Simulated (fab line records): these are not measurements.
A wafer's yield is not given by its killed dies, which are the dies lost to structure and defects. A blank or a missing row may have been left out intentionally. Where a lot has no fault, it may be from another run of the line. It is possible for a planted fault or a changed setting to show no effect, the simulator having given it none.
8D (eight disciplines) problem report, filled in by code    flow sfq-line    the parts of the form that need people (team, actions taken, sign-off) are left out

== 1. WHAT IS WRONG ==
Wafers without a fault read 199.2 nm, standard deviation 1.1; thk-nm at SFQ_TRILAYER_I1_METRO_MEASURE_047 reads a mean of 147.6 nm on 2 wafers belonging to 2 lots. Relative to the usual mean, that is a shift of -47 standard deviations.
First seen on wafer L696.1, day 23 08:13, on film-metro-04. The record holds 42 wafers of 14 lots with a number at this step. By rule, "out" or "out of limits" means more than 4 standard deviations away from the usual mean. The rest of the wafers with a number are treated as sound.

== 2. WHAT IT IS; WHAT IT IS NOT ==
question                     is                            is not
which readings at this step  thk-nm                        -
which lots                   L696, L699                    L684, L685, L686, L688, L689, L690, L691, L694, L695, L698, L700, L707
which wafers of those lots   L696.1, L699.4                L696.4, L696.6, L699.3, L699.5
read on which tools          film-metro-01, film-metro-04  film-metro-03
when                         from day 23 08:13             up to then (29 sound wafers); but 11 sound wafers of L698, L699, L700, L707 came after

== 3. WHAT RULES OUT EACH SUSPECT ==
Counting: any tool at a process step up to the reading remains a suspect provided it ran every lot that is out. Sound lots after the first of them don't rule it out here, since some wafers of a struck lot are sound.
- cmp-01 at SFQ_TRILAYER_I1_CMP_CMP_046 (polishes SiO2): kept. Every lot that is out went through it, the first being L696 (day 23 01:46); the last sound lot it ran before that was L695 (day 22 05:21).
- In cmp-01 at SFQ_TRILAYER_I1_CMP_CMP_046, the wafers that are out were processed in chamber 0 and their sound lot-mates in chambers 1, 2, 3.
The count leaves cmp-01 at SFQ_TRILAYER_I1_CMP_CMP_046.

== 4. THE CAUSE (what the simulator had put in) ==
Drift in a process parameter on cmp-01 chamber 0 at SFQ_TRILAYER_I1_CMP_CMP_046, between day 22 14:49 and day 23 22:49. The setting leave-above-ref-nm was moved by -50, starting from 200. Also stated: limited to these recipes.
Counting left only this tool.

== 5. THE EFFECT CHAIN, in route order ==
Each row: a reading whose mean over the struck wafers that have a number lies more than 3 standard deviations from the usual. Readings are gone through only where the record gives a usual standard deviation; hours: the median, over the lots, of the time from a lot's start at the first step in this table giving one to that lot's start at this step; sigmas: the change measured in usual standard deviations.
hours  step                                   reading             usual       on struck wafers  change  sigmas
0      SFQ_TRILAYER_I1_CMP_CMP_046            time-to-endpoint-s  213 s       242               +29     +3.8
6      SFQ_TRILAYER_I1_METRO_MEASURE_047      thk-nm              199.2 nm    147.6             -51.6   -47
165    SFQ_TRILAYER_I1_VIA_ETCH_VIA_ETCH_052  oes-product-au      0.853 a.u.  0.729             -0.124  -24
Its process steps:
- SFQ_TRILAYER_I1_CMP_CMP_046: polishes SiO2.
- SFQ_TRILAYER_I1_METRO_MEASURE_047
- SFQ_TRILAYER_I1_VIA_ETCH_VIA_ETCH_052: etches SiO2 in CHF3, stops on Nb, target depth 260 nm.
Later measuring or inspecting steps at which every struck wafer that the step has a row for has a number for every such reading, and none has moved that far: SFQ_I3_BOW_MEAS_922.

== 6. HOW IT WOULD HAVE BEEN CAUGHT EARLIER ==
First out-of-limits reading in this record: day 23 08:13, which is 17 hours after fault onset at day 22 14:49.
No tool reading at SFQ_TRILAYER_I1_CMP_CMP_046 that has a usual standard deviation in the record was out on any struck wafer, so an alarm limit of 4 standard deviations on those readings would not have fired.
Among the 2 lots that are out, L699 began SFQ_TRILAYER_I1_CMP_CMP_046 on cmp-01 after day 23 08:13. Holding the tool at that time would have saved it.
